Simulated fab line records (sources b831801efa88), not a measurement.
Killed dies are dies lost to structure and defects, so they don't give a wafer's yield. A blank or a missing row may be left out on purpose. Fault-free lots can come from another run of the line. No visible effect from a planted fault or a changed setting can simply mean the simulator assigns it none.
Which tool was responsible? | flow gf180mcu | 39 wafers from 13 lots sampled at 3 of the route's 602 steps

WHAT EACH GAUGE READ, for each wafer
GF_V5_CD_MEAS_14: target cd 260 nm.
lot  | measured     | on       | cdNm (nm)
L121 | day 27 04:13 | cdSem-02 | 258.6 258.8 261.0
L122 | day 27 20:28 | cdSem-02 | 259.9 259.7 260.1
L124 | day 28 08:24 | cdSem-02 | 257.6 257.7 257.5
L123 | day 28 08:45 | cdSem-02 | 259.1 260.6 260.2
L126 | day 29 03:14 | cdSem-02 | 260.9 260.3 260.9
L128 | day 29 16:00 | cdSem-01 | 260.0 260.1 260.4
L129 | day 30 04:14 | cdSem-02 | 261.2 260.5 261.8
L134 | day 31 10:36 | cdSem-02 | 260.6 260.3 261.3
L141 | day 32 14:00 | cdSem-02 | 257.8 259.5 258.4
L140 | day 32 18:37 | cdSem-01 | 258.6 257.9 256.6
L142 | day 32 21:19 | cdSem-01 | 260.5 258.4 261.0
L143 | day 33 05:22 | cdSem-01 | 259.6 259.3 259.4
L144 | day 33 05:44 | cdSem-01 | 258.6 258.3 258.7

WHAT TOOL EACH LOT RAN ON (gives the tool, then ch and the chambers of the sampled wafers, and finally the start)
lot  | GF_MIM_SPUTTER_01           | GF_V5_SOFTBAKE_10
L121 | pvdSputter-02, day 24 11:40 | lithoTrack-01 ch 0, day 26 18:00
L122 | pvdSputter-04, day 25 05:17 | lithoTrack-02 ch 0, day 27 10:00
L124 | pvdSputter-02, day 25 17:23 | lithoTrack-02 ch 0, day 27 22:00
L123 | pvdSputter-04, day 25 19:59 | lithoTrack-03 ch 0, day 27 22:00
L126 | pvdSputter-04, day 26 14:00 | lithoTrack-01 ch 0, day 28 17:00
L128 | pvdSputter-02, day 27 02:57 | lithoTrack-02 ch 0, day 29 06:00
L129 | pvdSputter-04, day 27 17:16 | lithoTrack-01 ch 0, day 29 18:00
L134 | pvdSputter-02, day 29 00:13 | lithoTrack-03 ch 0, day 31 01:00
L141 | pvdSputter-01, day 30 08:23 | lithoTrack-02 ch 0, day 32 05:00
L140 | pvdSputter-01, day 30 13:00 | lithoTrack-02 ch 0, day 32 10:00
L142 | pvdSputter-01, day 30 14:40 | lithoTrack-03 ch 0, day 32 12:00
L143 | pvdSputter-04, day 30 22:47 | lithoTrack-03 ch 0, day 32 20:00
L144 | pvdSputter-04, day 31 00:57 | lithoTrack-03 ch 0, day 32 21:00
- GF_MIM_SPUTTER_01: material TiN, target thk 30 nm, time 25 s.
- GF_V5_SOFTBAKE_10: time 60 s.

WHAT THE TOOLS THEMSELVES READ (means of the sampled wafers that have a number; where no wafer has one, the mark that the record gives instead)
GF_MIM_SPUTTER_01.
lot  | tool          | throttleValvePct (%)
L121 | pvdSputter-02 | 29.9
L122 | pvdSputter-04 | 28.1
L124 | pvdSputter-02 | 30.0
L123 | pvdSputter-04 | 29.4
L126 | pvdSputter-04 | 31.2
L128 | pvdSputter-02 | 30.1
L129 | pvdSputter-04 | 28.9
L134 | pvdSputter-02 | 30.1
L141 | pvdSputter-01 | 29.8
L140 | pvdSputter-01 | 28.8
L142 | pvdSputter-01 | 30.6
L143 | pvdSputter-04 | 31.4
L144 | pvdSputter-04 | 28.8

GF_V5_SOFTBAKE_10.
lot  | tool          | heaterPowerTotalW (W) | plateTempC (C) | runLengthS (s)
L121 | lithoTrack-01 | 93.09                 | 130.17         | 88.93
L122 | lithoTrack-02 | 92.98                 | 129.91         | 89.06
L124 | lithoTrack-02 | 93.03                 | 129.99         | 89.06
L123 | lithoTrack-03 | 93.01                 | 129.95         | 89.09
L126 | lithoTrack-01 | 93.06                 | 130.03         | 89.06
L128 | lithoTrack-02 | 93.04                 | 129.99         | 89.13
L129 | lithoTrack-01 | 93.02                 | 130.09         | 88.97
L134 | lithoTrack-03 | 93.00                 | 129.96         | 89.12
L141 | lithoTrack-02 | 96.80                 | -              | 82.57
L140 | lithoTrack-02 | 96.70                 | -              | 82.46
L142 | lithoTrack-03 | 93.07                 | 129.91         | 89.18
L143 | lithoTrack-03 | 93.10                 | 129.98         | 89.16
L144 | lithoTrack-03 | 93.05                 | 129.92         | 89.09

THE ANSWER, worked out from the rows above alone
Rule: what is usual is taken from the lots themselves. Put in order of their means at a reading, lots are off if they are a third of the lots or fewer, leave a main group of 4 or more, and stand apart from it by a gap of 3 or more times the standard deviation of the main group's means; of several such gaps the widest counts. A main group whose means are all the same, to the digits that the tables above print for the reading, isn't used. Also off: a lot with no number at a reading for which 4 or more lots have one. The other lots that the step has rows for count as sound. The gauges are gone through in route order, then the tools' own readings, and for those a lot's mean is taken as printed above. At the first step where some lot is off, the reading lying furthest off is the one used; lots without a number count as furthest.
Off at GF_V5_SOFTBAKE_10 (plateTempC): L141, L140. Without a number there: L141, L140. For the main group the mean is 129.99 C and the standard deviation 0.076.
If a tool, at that step or one of the process steps before it, ran each lot that is off and ran no sound lot following the first of them, it fits. One fits: GF_V5_SOFTBAKE_10 on lithoTrack-02. Its last sound lot is L128 (day 29 06:00), its first lot that is off L141 (day 32 05:00): a fault that began between those two fits.
The tool's own readings at GF_V5_SOFTBAKE_10 bear it out: on the lots that are off they differ by more than 5 times the standard deviation of the sound lots' means. heaterPowerTotalW reads 96.75 W there against 93.04 W on the sound lots; runLengthS reads 82.51 s there against 89.08 s on the sound lots.
Blank at GF_V5_SOFTBAKE_10 on the lots that are off, where sound lots have numbers: plateTempC.

WHAT THE SIMULATOR HAD PUT IN
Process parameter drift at GF_V5_SOFTBAKE_10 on lithoTrack-02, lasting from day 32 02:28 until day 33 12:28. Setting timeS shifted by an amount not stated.
Struck lots among those shown: L141, L140. The same result came from the rule above.
